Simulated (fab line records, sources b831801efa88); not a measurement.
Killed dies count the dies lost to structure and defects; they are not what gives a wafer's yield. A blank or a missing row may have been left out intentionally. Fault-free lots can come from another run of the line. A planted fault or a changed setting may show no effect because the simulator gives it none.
Which of the tools did it? + flow gf180mcu + 12 lots, 36 wafers sampled, at 4 steps of a route of 602

## WHAT THE GAUGES SHOWED, per wafer
GF_CONTACT_BOW_MEAS_05.
| lot  | measured     | on           | CONTACT_BOW (um) |
|------|--------------|--------------|------------------|
| L839 | day 15 04:13 | filmMetro-04 | 70 66 67         |
| L841 | day 16 05:58 | filmMetro-04 | 64 61 63         |
| L843 | day 17 00:37 | filmMetro-02 | 65 67 62         |
| L845 | day 17 12:52 | filmMetro-02 | 66 72 64         |
| L846 | day 18 08:51 | filmMetro-04 | 56 51 65         |
| L848 | day 18 20:23 | filmMetro-02 | 64 72 60         |
| L849 | day 19 04:20 | filmMetro-01 | 70 51 69         |
| L850 | day 19 11:54 | filmMetro-04 | 68 64 77         |
| L852 | day 20 00:37 | filmMetro-01 | 64 50 57         |
| L853 | day 20 10:34 | filmMetro-01 | 63 60 53         |
| L854 | day 21 02:06 | filmMetro-01 | 70 74 61         |
| L862 | day 23 16:55 | filmMetro-02 | 69 67 67         |

GF_CONTACT_RS_MEAS_25: a four-point-probe measurement.
| lot  | measured     | on           | CONTACT_W_RS (ohm/sq) |
|------|--------------|--------------|-----------------------|
| L839 | day 16 03:13 | filmMetro-01 | 0.387 0.388 0.385     |
| L841 | day 17 05:21 | filmMetro-01 | 0.394 0.388 0.389     |
| L843 | day 18 00:14 | filmMetro-02 | 0.386 0.371 0.371     |
| L845 | day 18 12:56 | filmMetro-02 | 0.373 0.385 0.373     |
| L846 | day 19 09:46 | filmMetro-01 | 0.391 0.399 0.394     |
| L848 | day 19 20:40 | filmMetro-04 | 0.394 0.393 0.395     |
| L849 | day 20 04:51 | filmMetro-02 | 0.395 0.393 0.395     |
| L850 | day 20 13:01 | filmMetro-02 | 0.390 0.391 0.390     |
| L852 | day 21 01:25 | filmMetro-04 | 0.377 0.374 0.387     |
| L853 | day 21 11:56 | filmMetro-01 | 0.327 0.326 0.388     |
| L854 | day 22 02:19 | filmMetro-02 | 0.385 0.384 0.327     |
| L862 | day 24 20:03 | filmMetro-01 | 0.387 0.381 0.382     |

GF_CONTACT_THK_MEAS_26: measures by xrf.
| lot  | measured     | on           | CONTACT_W_THK (nm) |
|------|--------------|--------------|--------------------|
| L839 | day 16 03:20 | filmMetro-01 | 298 297 300        |
| L841 | day 17 05:28 | filmMetro-01 | 297 302 299        |
| L843 | day 18 00:21 | filmMetro-02 | 301 316 314        |
| L845 | day 18 13:03 | filmMetro-02 | 310 302 312        |
| L846 | day 19 09:53 | filmMetro-01 | 295 290 294        |
| L848 | day 19 20:46 | filmMetro-04 | 295 294 295        |
| L849 | day 20 04:58 | filmMetro-02 | 297 299 297        |
| L850 | day 20 13:07 | filmMetro-02 | 301 300 302        |
| L852 | day 21 01:32 | filmMetro-04 | 306 311 303        |
| L853 | day 21 12:02 | filmMetro-01 | 357 354 300        |
| L854 | day 22 02:25 | filmMetro-02 | 302 303 355        |
| L862 | day 24 20:09 | filmMetro-01 | 295 300 299        |

## WHICH TOOL RAN EACH LOT (tool, then ch and the chambers of the sampled wafers, then the start)
| lot  | GF_CONTACT_CVD_24            |
|------|------------------------------|
| L839 | cvdW-02 ch 0,1, day 16 03:07 |
| L841 | cvdW-02 ch 0,1, day 17 05:14 |
| L843 | cvdW-01 ch 0,1, day 18 00:08 |
| L845 | cvdW-01 ch 0,1, day 18 12:50 |
| L846 | cvdW-02 ch 0,1, day 19 09:40 |
| L848 | cvdW-02 ch 0,1, day 19 20:34 |
| L849 | cvdW-02 ch 0,1, day 20 04:45 |
| L850 | cvdW-02 ch 0,1, day 20 12:55 |
| L852 | cvdW-01 ch 0,1, day 21 01:19 |
| L853 | cvdW-02 ch 0,1, day 21 11:49 |
| L854 | cvdW-02 ch 0,1, day 22 02:11 |
| L862 | cvdW-02 ch 0,1, day 24 19:53 |
- GF_CONTACT_CVD_24: deposits W, target thk 300 nm, time 90.339 s.

## WHAT THE TOOLS THEMSELVES READ (means of the sampled wafers that have a number; where no wafer has one, the mark that the record gives instead)
GF_CONTACT_CVD_24.
| lot  | tool    | heaterPowerW (W) | susceptorTempC (C) |
|------|---------|------------------|--------------------|
| L839 | cvdW-02 | 804              | 399.92             |
| L841 | cvdW-02 | 853              | 399.95             |
| L843 | cvdW-01 | 823              | 400.05             |
| L845 | cvdW-01 | 821              | 399.96             |
| L846 | cvdW-02 | 840              | 400.11             |
| L848 | cvdW-02 | 852              | 399.96             |
| L849 | cvdW-02 | 824              | 400.17             |
| L850 | cvdW-02 | 797              | 399.96             |
| L852 | cvdW-01 | 818              | 400.20             |
| L853 | cvdW-02 | 886              | 406.56             |
| L854 | cvdW-02 | 835              | 403.39             |
| L862 | cvdW-02 | 819              | 400.03             |

## THE ANSWER, worked out from the rows above alone
Rule: usual is defined by the lots themselves. The widest of any qualifying gaps counts: lots, ordered by their means at a reading, are off when they make up no more than a third of the lots, leave a main group of 4 or more, and stand apart from it by 3 or more times the standard deviation of that group's means. A main group is skipped when, at the precision printed for the reading in the tables above, its means are all equal. A lot without any number at a reading at which 4 lots or more have one is off too. Any other lot the step has rows for is counted as sound. First the gauges in route order, then the tools' own readings, where a lot's mean is used as printed above. At the first step where some lot is off, the reading lying furthest off is the one used; lots without a number count as furthest.
Off at GF_CONTACT_CVD_24 (susceptorTempC): L853, L854. The main group: mean 400.03 C, standard deviation 0.094.
A tool fits if, at that step or a process step before it, it ran every lot that is off, and no sound lot after the first of them. No candidate that was tried fits.

## WHAT THE SIMULATOR PUT IN
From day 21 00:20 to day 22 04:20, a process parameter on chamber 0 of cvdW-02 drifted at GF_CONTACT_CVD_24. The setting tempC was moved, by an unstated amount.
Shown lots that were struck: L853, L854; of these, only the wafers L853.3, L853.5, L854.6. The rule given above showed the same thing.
